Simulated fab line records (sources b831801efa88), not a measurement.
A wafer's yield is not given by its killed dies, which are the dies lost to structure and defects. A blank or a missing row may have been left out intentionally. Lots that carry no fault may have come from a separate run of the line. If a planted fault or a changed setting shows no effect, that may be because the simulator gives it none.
Matching of chambers + flow sky130 + 4 sister chambers for SKY_VIA2_CMP_02 on cmp-01
The step polishes SiO2. 8 wafers are shown with their chamber, then 7 later ones without.

WAFERS PAIRED WITH THEIR CHAMBERS
| wafer  | chamber | motor current A (A) |
|--------|---------|---------------------|
| L193.3 | 2       | 10.3                |
| L193.4 | 3       | 11.9                |
| L193.5 | 2       | 11.0                |
| L203.1 | 0       | 11.6                |
| L203.4 | 3       | 11.6                |
| L203.6 | 0       | 10.9                |
| L205.1 | 1       | 12.0                |
| L205.5 | 1       | 12.8                |

WAFERS WITH NO CHAMBER GIVEN
| wafer  | motor current A (A) |
|--------|---------------------|
| L205.6 | 11.4                |
| L206.2 | 11.6                |
| L206.3 | 10.6                |
| L206.6 | 12.0                |
| L207.1 | 11.4                |
| L207.2 | 10.9                |
| L207.6 | 11.8                |

WHICH CHAMBER EACH ONE RAN IN
| wafer  | from the rows above               | in truth |
|--------|-----------------------------------|----------|
| L205.6 | can't be placed: 0 or 3 or 2 or 1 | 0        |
| L206.2 | can't be placed: 3 or 0 or 1 or 2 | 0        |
| L206.3 | can't be placed: 2 or 0           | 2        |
| L206.6 | can't be placed: 3 or 1 or 0      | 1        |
| L207.1 | can't be placed: 0 or 3 or 2 or 1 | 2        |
| L207.2 | can't be placed: 2 or 0 or 3      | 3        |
| L207.6 | can't be placed: 3 or 0 or 1      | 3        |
Correctly placed: 0 of 7. Not placeable from these rows: 7 (in 7, the candidates include the true chamber). Wrongly placed: 0.
How it was worked out, from the rows above alone: a wafer's distance from a chamber is the root of the sum, over the readings, of the square of ((its reading less the chamber's mean) divided by the reading's scatter). If the next closest chamber is less than 2 further off than the closest, the wafer can't be placed; otherwise it belongs to the closest. For every chamber, the mean is computed from those of its wafers that are shown. The scatter is the square root of a quotient: the sum, over the shown wafers, of each reading's squared deviation from its chamber's mean, divided by wafers minus chambers.
